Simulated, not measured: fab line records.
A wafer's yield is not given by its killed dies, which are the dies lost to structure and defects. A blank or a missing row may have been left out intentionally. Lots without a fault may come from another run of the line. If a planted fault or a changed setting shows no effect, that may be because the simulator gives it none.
The tool behind it: which one?	flow gf180mcu	30 wafers from 10 lots sampled at 6 of the route's 602 steps

## WHAT THE GAUGES READ, wafer by wafer
GF_V2_RS_MEAS_24: a four-point-probe measurement. Usual: V2_W_RS typically reads 0.328 ohm/sq, with standard deviation 0.0034.
lot	measured	on	V2_W_RS (ohm/sq)	flag
L591	day 20 05:37	film_metro-04	0.329 0.335 0.333	
L595	day 21 23:35	film_metro-01	0.326 0.321 0.326	
L600	day 23 11:15	film_metro-04	0.328 0.328 0.328	
L601	day 24 04:48	film_metro-03	0.325 0.326 0.322	
L603	day 24 11:30	film_metro-03	0.329 0.325 0.329	
L605	day 25 09:39	film_metro-03	0.325 0.328 0.331	
L607	day 26 05:44	film_metro-04	0.335 0.331 0.331	
L610	day 27 05:31	film_metro-01	0.333 0.331 0.328	
L613	day 27 22:31	film_metro-04	0.321 0.324 0.323	
L614	day 28 02:30	film_metro-01	0.324 0.323 0.328	

GF_V3_RS_MEAS_24: a four-point-probe measurement. Usual: V3_W_RS typically reads 0.326 ohm/sq, with standard deviation 0.0031.
lot	measured	on	V3_W_RS (ohm/sq)	flag
L591	day 22 08:35	film_metro-01	0.331 0.328 0.330	
L595	day 23 23:46	film_metro-02	0.327 0.326 0.324	
L600	day 25 10:12	film_metro-02	0.329 0.337 0.328	
L601	day 26 02:37	film_metro-02	0.329 0.330 0.327	
L603	day 26 10:00	film_metro-02	0.283 0.328 0.283 0.283 0.327 0.282	OFF
L605	day 27 06:57	film_metro-02	0.282 0.322 0.324 0.281 0.322 0.324	OFF
L607	day 28 01:35	film_metro-02	0.325 0.281 0.329 0.326 0.281 0.329	OFF
L610	day 29 00:16	film_metro-02	0.323 0.325 0.324	
L613	day 29 14:28	film_metro-02	0.329 0.327 0.325	
L614	day 29 19:08	film_metro-02	0.324 0.323 0.319	

GF_V3_THK_MEAS_25: measures by xrf. Usual: V3_W_THK typically reads 337 nm, with standard deviation 3.5.
lot	measured	on	V3_W_THK (nm)	flag
L591	day 22 08:43	film_metro-01	336 337 336	
L595	day 23 23:52	film_metro-02	340 339 341	
L600	day 25 10:19	film_metro-02	337 327 334	
L601	day 26 02:44	film_metro-02	334 335 337	
L603	day 26 13:17	film_metro-02	384 338 387 384 334 386	OFF
L605	day 27 08:32	film_metro-02	388 341 339 387 340 336	OFF
L607	day 28 05:18	film_metro-02	336 388 334 335 389 331	OFF
L610	day 29 00:23	film_metro-02	339 338 337	
L613	day 29 14:35	film_metro-02	331 335 336	
L614	day 29 19:16	film_metro-02	337 339 342	

## TOOL THAT RAN EACH LOT (tool first, then ch and the chambers of the sampled wafers, then the start)
lot	GF_V2_SPUTTER_21	GF_V2_SPUTTER_22	GF_V3_CVD_23
L591	pvd_sputter-02, day 20 05:24	pvd_sputter-02, day 20 05:28	cvd_w-01 ch 0,1, day 22 08:29
L595	pvd_sputter-02, day 21 23:20	pvd_sputter-02, day 21 23:24	cvd_w-02 ch 0, day 23 23:34
L600	pvd_sputter-03, day 23 11:02	pvd_sputter-03, day 23 11:06	cvd_w-01 ch 0, day 25 10:05
L601	pvd_sputter-03, day 24 04:35	pvd_sputter-03, day 24 04:39	cvd_w-02 ch 0,1, day 26 02:30
L603	pvd_sputter-03, day 24 11:17	pvd_sputter-03, day 24 11:21	cvd_w-02 ch 0,1, day 26 09:53
L605	pvd_sputter-03, day 25 09:25	pvd_sputter-03, day 25 09:28	cvd_w-02 ch 0,1, day 27 06:49
L607	pvd_sputter-02, day 26 05:29	pvd_sputter-02, day 26 05:33	cvd_w-02 ch 0,1, day 28 01:29
L610	pvd_sputter-03, day 27 05:17	pvd_sputter-03, day 27 05:21	cvd_w-01 ch 0,1, day 29 00:10
L613	pvd_sputter-03, day 27 22:18	pvd_sputter-03, day 27 22:22	cvd_w-01 ch 0,1, day 29 14:21
L614	pvd_sputter-04, day 28 02:17	pvd_sputter-04, day 28 02:21	cvd_w-01 ch 0,1, day 29 19:02
- GF_V2_SPUTTER_21: material Ti, target thk 15 nm, time 80.02 s.
- GF_V2_SPUTTER_22: material TiN, target thk 10 nm, time 40 s.
- GF_V3_CVD_23: deposits W, target thk 350 nm, time 104.9 s.

## AS READ BY THE TOOLS THEMSELVES (means over the sampled wafers that have a number; for cases with no such wafer, the mark the record gives instead)
GF_V2_SPUTTER_21. Usual: chamber_pressure_pa 4.998 Pa, standard deviation 0.01; throttle_valve_pct 30.2 %, standard deviation 0.57.
lot	tool	chamber_pressure_pa (Pa)	throttle_valve_pct (%)	flag
L591	pvd_sputter-02	5.000	29.7	
L595	pvd_sputter-02	5.005	30.2	
L600	pvd_sputter-03	5.003	30.3	
L601	pvd_sputter-03	5.002	30.4	
L603	pvd_sputter-03	5.005	30.2	
L605	pvd_sputter-03	4.994	30.2	
L607	pvd_sputter-02	4.993	30.4	
L610	pvd_sputter-03	4.988	29.8	
L613	pvd_sputter-03	4.998	30.0	
L614	pvd_sputter-04	5.006	30.2	

GF_V2_SPUTTER_22. Usual: chamber_pressure_pa 4.997 Pa, standard deviation 0.01; throttle_valve_pct 30.1 %, standard deviation 0.55.
lot	tool	chamber_pressure_pa (Pa)	throttle_valve_pct (%)	flag
L591	pvd_sputter-02	4.998	29.6	
L595	pvd_sputter-02	5.003	30.1	
L600	pvd_sputter-03	4.995	30.3	
L601	pvd_sputter-03	5.007	30.3	
L603	pvd_sputter-03	4.981	30.3	
L605	pvd_sputter-03	4.998	30.1	
L607	pvd_sputter-02	5.001	30.3	
L610	pvd_sputter-03	4.984	30.0	
L613	pvd_sputter-03	5.001	30.0	
L614	pvd_sputter-04	4.986	30.2	

GF_V3_CVD_23. Usual: heater_power_w 840 W, standard deviation 76; susceptor_temp_C 399.97 C, standard deviation 0.21.
lot	tool	heater_power_w (W)	susceptor_temp_C (C)	flag
L591	cvd_w-01	864	400.18	
L595	cvd_w-02	905	400.00	
L600	cvd_w-01	890	400.03	
L601	cvd_w-02	862	399.76	
L603	cvd_w-02	809	405.50	OFF
L605	cvd_w-02	861	402.84	OFF
L607	cvd_w-02	871	402.47	OFF
L610	cvd_w-01	863	399.88	
L613	cvd_w-01	853	399.87	
L614	cvd_w-01	836	400.10	

## THE ANSWER, worked out from the rows above alone
Rule: a lot counts as off when the mean over its wafers that have a number is more than 3 standard deviations away from the usual mean. A lot without any number at a reading at which 4 lots or more have one is off too. Where the step has rows for the other lots, those lots are counted as sound. Order of review: gauges by route order, followed by the tools' own readings, for which a lot's mean as printed above is used. The first step at which some lot is off is used, and at that step the reading that is off furthest; a lot without a number counts as furthest.
Off: L603, L605, L607, at GF_V3_RS_MEAS_24 (V3_W_RS).
If a tool, at a process step before that reading, ran all the lots that are off and no sound lot after the first of them, it fits. The gauges at GF_V3_RS_MEAS_24 aren't tried: what is off there is off at GF_V3_CVD_23 too, on other tools, and a gauge's error can't cause that. One candidate fits, namely cvd_w-02 at GF_V3_CVD_23. A fault onset in the window from L601 (day 26 02:30, its last sound lot) to L603 (day 26 09:53, its first lot off) fits.
The tool's own readings at GF_V3_CVD_23 bear it out: on the lots that are off they differ by more than 5 times the standard deviation of the sound lots' means. susceptor_temp_C reads 403.60 C there against 399.97 C on the sound lots.

## WHAT HAD BEEN PUT IN BY THE SIMULATOR
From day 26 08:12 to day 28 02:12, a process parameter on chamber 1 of cvd_w-02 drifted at GF_V3_CVD_23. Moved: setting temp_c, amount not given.
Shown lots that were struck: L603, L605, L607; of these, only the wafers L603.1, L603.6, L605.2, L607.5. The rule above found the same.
